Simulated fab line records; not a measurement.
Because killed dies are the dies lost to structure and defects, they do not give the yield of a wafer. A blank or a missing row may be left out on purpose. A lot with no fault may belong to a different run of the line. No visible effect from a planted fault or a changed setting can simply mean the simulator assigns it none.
Shared-tool check / flow gf180mcu / 13 lots and 39 wafers in the sample

== WHAT PROMPTED THE OPENING ==
At GF_V1_CD_MEAS_14 the reading cdNm is flagged on 2 of 13 lots. No-fault wafers: 260.1 nm, standard deviation 1.1.
Rule: a lot is flagged when every wafer of it that has a number lies more than 4 standard deviations from that mean, or none has a number. All remaining lots are regarded as sound.

lot=L390; measured=day 18 07:14; on=cdSem-01; cdNm (nm), wafer by wafer=259.5 259.5 260.0; flag=
lot=L391; measured=day 18 10:22; on=cdSem-02; cdNm (nm), wafer by wafer=259.6 259.2 261.2; flag=
lot=L392; measured=day 18 21:06; on=cdSem-01; cdNm (nm), wafer by wafer=259.9 259.6 260.2; flag=
lot=L395; measured=day 19 23:31; on=cdSem-02; cdNm (nm), wafer by wafer=258.1 258.3 258.8; flag=
lot=L396; measured=day 20 09:43; on=cdSem-01; cdNm (nm), wafer by wafer=260.9 260.6 260.1; flag=
lot=L397; measured=day 20 22:36; on=cdSem-01; cdNm (nm), wafer by wafer=259.3 260.4 260.4; flag=
lot=L399; measured=day 21 15:45; on=cdSem-02; cdNm (nm), wafer by wafer=258.3 258.7 258.1; flag=
lot=L401; measured=day 22 05:39; on=cdSem-02; cdNm (nm), wafer by wafer=259.7 260.3 260.9; flag=
lot=L403; measured=day 22 21:17; on=cdSem-01; cdNm (nm), wafer by wafer=261.3 261.5 261.9; flag=
lot=L406; measured=day 24 10:48; on=cdSem-02; cdNm (nm), wafer by wafer=261.7 262.2 261.2; flag=
lot=L405; measured=day 24 11:32; on=cdSem-02; cdNm (nm), wafer by wafer=259.7 260.3 258.8; flag=
lot=L409; measured=day 24 20:19; on=cdSem-01; cdNm (nm), wafer by wafer=266.1 266.0 265.3; flag=FLAGGED
lot=L410; measured=day 25 16:05; on=cdSem-01; cdNm (nm), wafer by wafer=265.4 266.0 266.0; flag=FLAGGED
The numbers of the flagged lots are 265.8 nm on average: +5.7 nm against the usual, or +5 standard deviations.

== LOT BY LOT: THE TOOL USED ==
2 process steps preceding the reading are held in the record, out of 602 steps in the route. Read each cell as the tool, then ch plus the chambers that the sampled wafers visited, then the start.
lot=L390; flag=; GF_M1_METAL_ETCH_16=rieMetal-03 ch 0,1, day 17 06:03; GF_V1_PEB_12=lithoTrack-04 ch 0, day 18 06:55
lot=L391; flag=; GF_M1_METAL_ETCH_16=rieMetal-02 ch 0,1, day 17 09:31; GF_V1_PEB_12=lithoTrack-04 ch 0, day 18 10:02
lot=L392; flag=; GF_M1_METAL_ETCH_16=rieMetal-04 ch 0,1, day 17 19:54; GF_V1_PEB_12=lithoTrack-01 ch 0, day 18 20:45
lot=L395; flag=; GF_M1_METAL_ETCH_16=rieMetal-02 ch 0,1, day 18 21:39; GF_V1_PEB_12=lithoTrack-01 ch 0, day 19 23:11
lot=L396; flag=; GF_M1_METAL_ETCH_16=rieMetal-02 ch 0,1, day 19 07:21; GF_V1_PEB_12=lithoTrack-02 ch 0, day 20 09:22
lot=L397; flag=; GF_M1_METAL_ETCH_16=rieMetal-04 ch 0,1, day 19 20:25; GF_V1_PEB_12=lithoTrack-04 ch 0, day 20 22:15
lot=L399; flag=; GF_M1_METAL_ETCH_16=rieMetal-02 ch 0,1, day 20 13:57; GF_V1_PEB_12=lithoTrack-01 ch 0, day 21 15:24
lot=L401; flag=; GF_M1_METAL_ETCH_16=rieMetal-04 ch 0,1, day 21 04:54; GF_V1_PEB_12=lithoTrack-02 ch 0, day 22 05:19
lot=L403; flag=; GF_M1_METAL_ETCH_16=rieMetal-02 ch 0,1, day 21 19:54; GF_V1_PEB_12=lithoTrack-04 ch 0, day 22 20:58
lot=L406; flag=; GF_M1_METAL_ETCH_16=rieMetal-03 ch 0,1, day 23 10:24; GF_V1_PEB_12=lithoTrack-04 ch 0, day 24 10:27
lot=L405; flag=; GF_M1_METAL_ETCH_16=rieMetal-04 ch 0, day 23 11:35; GF_V1_PEB_12=lithoTrack-01 ch 0, day 24 11:13
lot=L409; flag=FLAGGED; GF_M1_METAL_ETCH_16=rieMetal-03 ch 0,1, day 23 19:49; GF_V1_PEB_12=lithoTrack-04 ch 0, day 24 19:59
lot=L410; flag=FLAGGED; GF_M1_METAL_ETCH_16=rieMetal-02 ch 0,1, day 24 18:01; GF_V1_PEB_12=lithoTrack-04 ch 0, day 25 15:44
These steps, and what they do:
- GF_M1_METAL_ETCH_16: etches the open film in Cl2/BCl3, stops on SiO2, target depth 750.8 nm, time 125.1 s.
- GF_V1_PEB_12: peb time 90 s.
- GF_V1_CD_MEAS_14: target cd 260 nm.

== FLAGGED AGAINST TOTAL, ONE TOOL AT A TIME (gauges that did the reading follow at the end) ==
step=GF_M1_METAL_ETCH_16; tool=rieMetal-02; lots run=6; flagged=1; share of the flagged lots=some; sound lots run after its first flagged lot=0
step=GF_M1_METAL_ETCH_16; tool=rieMetal-03; lots run=3; flagged=1; share of the flagged lots=some; sound lots run after its first flagged lot=0
step=GF_M1_METAL_ETCH_16; tool=rieMetal-04; lots run=4; flagged=0; share of the flagged lots=none; sound lots run after its first flagged lot=-
step=GF_V1_PEB_12; tool=lithoTrack-01; lots run=4; flagged=0; share of the flagged lots=none; sound lots run after its first flagged lot=-
step=GF_V1_PEB_12; tool=lithoTrack-02; lots run=2; flagged=0; share of the flagged lots=none; sound lots run after its first flagged lot=-
step=GF_V1_PEB_12; tool=lithoTrack-04; lots run=7; flagged=2; share of the flagged lots=all; sound lots run after its first flagged lot=0
step=GF_V1_CD_MEAS_14; tool=cdSem-01; lots run=7; flagged=2; share of the flagged lots=all; sound lots run after its first flagged lot=0
step=GF_V1_CD_MEAS_14; tool=cdSem-02; lots run=6; flagged=0; share of the flagged lots=none; sound lots run after its first flagged lot=-

== WHAT THE TABLE ALLOWS ==
lithoTrack-04 at GF_V1_PEB_12 and cdSem-01 at GF_V1_CD_MEAS_14 are the 2 rows of the table that ran each flagged lot.
- lithoTrack-04 at GF_V1_PEB_12: 2 of its 7 lots flagged. Last sound lot L406 at day 24 10:27, first flagged lot L409 at day 24 19:59; a fault beginning in between fits.
- cdSem-01 at GF_V1_CD_MEAS_14: 2 of its 7 lots flagged. Last sound lot L403 at day 22 21:17, first flagged lot L409 at day 24 20:19; a fault beginning in between fits.
A lot count leaves these 2 tools indistinguishable: every one of them fits a fault beginning at some hour. More lots, or a look at what each step does to the wafer, might.

== WHAT WAS PUT IN BY THE SIMULATOR ==
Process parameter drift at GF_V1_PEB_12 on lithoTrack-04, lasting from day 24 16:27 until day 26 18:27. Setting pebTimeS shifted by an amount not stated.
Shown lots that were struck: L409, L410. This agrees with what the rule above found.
